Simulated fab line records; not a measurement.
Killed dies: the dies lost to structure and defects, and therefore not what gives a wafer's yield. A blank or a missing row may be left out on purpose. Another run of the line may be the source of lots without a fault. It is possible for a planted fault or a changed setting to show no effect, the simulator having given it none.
One fault seen from 2 desks / flow gf180mcu / what lay behind the numbers comes last; until then each desk has only its own

== THE METROLOGY DESK ==
What the gauges read, lot by lot, whatever tool the lot ran on: means of the sampled wafers that have a number. A lot is out of limits, marked OUT, if its mean lies more than 4 standard deviations from the usual mean; the brackets give that distance.
Columns: A = DNWELL_TW at GF_DNWELL_TW_MEAS_09, usual 1369; B = LVPWELL_TW at GF_LVPWELL_TW_MEAS_11, usual 564; C = VT_IMPLANT_TW at GF_VT_IMPLANT_TW_MEAS_10, usual 572
lot=L112; first seen here=day 2 19:26; A=1379; B=565; C=566
lot=L113; first seen here=day 2 23:50; A=1378; B=566; C=572
lot=L114; first seen here=day 3 04:44; A=1380; B=567; C=573
lot=L115; first seen here=day 3 11:38; A=1354; B=562; C=571
lot=L117; first seen here=day 3 19:59; A=1352; B=565; C=572
lot=L118; first seen here=day 4 02:41; A=1350; B=566; C=574
lot=L120; first seen here=day 4 14:32; A=1369; B=560; C=569
lot=L123; first seen here=day 5 06:35; A=1370; B=563; C=573
lot=L126; first seen here=day 5 21:59; A=1379; B=566; C=574
lot=L131; first seen here=day 6 23:29; A=1379; B=562; C=566
lot=L133; first seen here=day 7 16:06; A=1375; B=560; C=572
lot=L135; first seen here=day 8 02:58; A=1371; B=561; C=570
This desk's verdict: no lot among the 12 shows anything out of limits.

== FOR THE TOOL OWNER'S DESK: rie_diel-03 ==
The tool's own readings at GF_STI_ETCH_13 (etches the open film in CHF3/O2, stops on Si, target depth 282.31 nm, time 112.9 s): means of the sampled wafers that have a number, for each lot that ran on this tool. A lot is out of limits, marked OUT, if its mean lies more than 4 standard deviations from the usual mean; the brackets give that distance.
Columns: A = drypump_motor_current_A at GF_STI_ETCH_13, usual 5.7 A; B = oes_product_au at GF_STI_ETCH_13, usual 0.836 a.u.; C = rf_fwd_power_W at GF_STI_ETCH_13, usual 596.7 W; D = throttle_valve_pct at GF_STI_ETCH_13, usual 8.810 %
lot=L115; first seen here=day 2 16:54; A=5.4; B=0.839; C=596.1; D=8.807
lot=L117; first seen here=day 3 02:18; A=5.0; B=0.839; C=596.0; D=8.819
lot=L118; first seen here=day 3 08:10; A=5.9; B=0.837; C=597.4; D=8.802
lot=L120; first seen here=day 3 18:56; A=5.9; B=0.836; C=596.6; D=8.809
lot=L126; first seen here=day 5 02:01; A=5.9; B=0.809 (-5.4) OUT; C=596.4; D=8.804
This desk finds L126 out of limits, L126 being first, at day 5 02:01 (oes_product_au at GF_STI_ETCH_13). L115, L117, L118, L120: within limits.

== BROUGHT TOGETHER ==
On L126, at day 5 02:01, an alarm was possible from the tool owner's desk.
At the metrology desk, nothing out of limits was observed.
The metrology desk has L126 on record, within its limits.
All the named lots went through GF_STI_ETCH_13 on rie_diel-03.

== WHAT THE SIMULATOR PUT IN ==
rie_diel-03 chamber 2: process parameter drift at GF_STI_ETCH_13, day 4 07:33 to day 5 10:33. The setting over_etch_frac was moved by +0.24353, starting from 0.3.
Lots struck among those shown: L126.
Each desk's first reading out of limits, in hours after the fault started: the tool owner's desk, 18.
